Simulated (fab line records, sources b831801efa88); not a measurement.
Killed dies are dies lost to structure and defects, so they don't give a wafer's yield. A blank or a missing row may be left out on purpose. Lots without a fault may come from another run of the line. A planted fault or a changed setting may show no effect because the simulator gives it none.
Which tool did it? | flow gf180mcu | 6 lots, 18 wafers sampled, at 3 steps of a route of 602

WHAT THE GAUGES READ, wafer by wafer
GF_CONTACT_THK_MEAS_03.
lot  | measured     | on            | CONTACT_CVD_02_THK (nm)
L896 | day 15 14:54 | film_metro-02 | 865 884 875
L898 | day 16 16:23 | film_metro-04 | 854 853 867
L900 | day 17 04:35 | film_metro-04 | 863 865 869
L902 | day 18 14:09 | film_metro-04 | 851 858 863
L905 | day 19 19:14 | film_metro-02 | 853 868 869
L915 | day 22 14:35 | film_metro-01 | 865 870 877

WHICH TOOL RAN EACH LOT (tool, then ch and the chambers of the sampled wafers, then the start)
lot  | GF_SAB_STRIP_13                      | GF_SALICIDE_RTA_08
L896 | plasma_asher-02 ch 0,1, day 15 14:01 | rtp_anneal-02 ch 0, day 15 14:38
L898 | plasma_asher-02 ch 0,1, day 16 15:29 | rtp_anneal-01 ch 0, day 16 16:06
L900 | plasma_asher-01 ch 0,1, day 17 03:37 | rtp_anneal-02 ch 0, day 17 04:16
L902 | plasma_asher-02 ch 0,1, day 18 13:13 | rtp_anneal-02 ch 0, day 18 13:53
L905 | plasma_asher-02 ch 0,1, day 19 18:22 | rtp_anneal-01 ch 0, day 19 18:58
L915 | plasma_asher-01 ch 0,1, day 22 13:43 | rtp_anneal-01 ch 0, day 22 14:20
- GF_SAB_STRIP_13: strips in O2/N2.
- GF_SALICIDE_RTA_08: time 30 s.

THE ANSWER, worked out from the rows above alone
Rule: what is usual is taken from the lots themselves. Put in order of their means at a reading, lots are off if they are a third of the lots or fewer, leave a main group of 4 or more, and stand apart from it by a gap of 3 or more times the standard deviation of the main group's means; of several such gaps the widest counts. A main group whose means are all the same, to the digits that the tables above print for the reading, isn't used. A lot without any number at a reading at which 4 lots or more have one is off too. The other lots that the step has rows for count as sound.
No lot is off at any reading shown: from this, nothing can be told.

WHAT THE SIMULATOR HAD PUT IN
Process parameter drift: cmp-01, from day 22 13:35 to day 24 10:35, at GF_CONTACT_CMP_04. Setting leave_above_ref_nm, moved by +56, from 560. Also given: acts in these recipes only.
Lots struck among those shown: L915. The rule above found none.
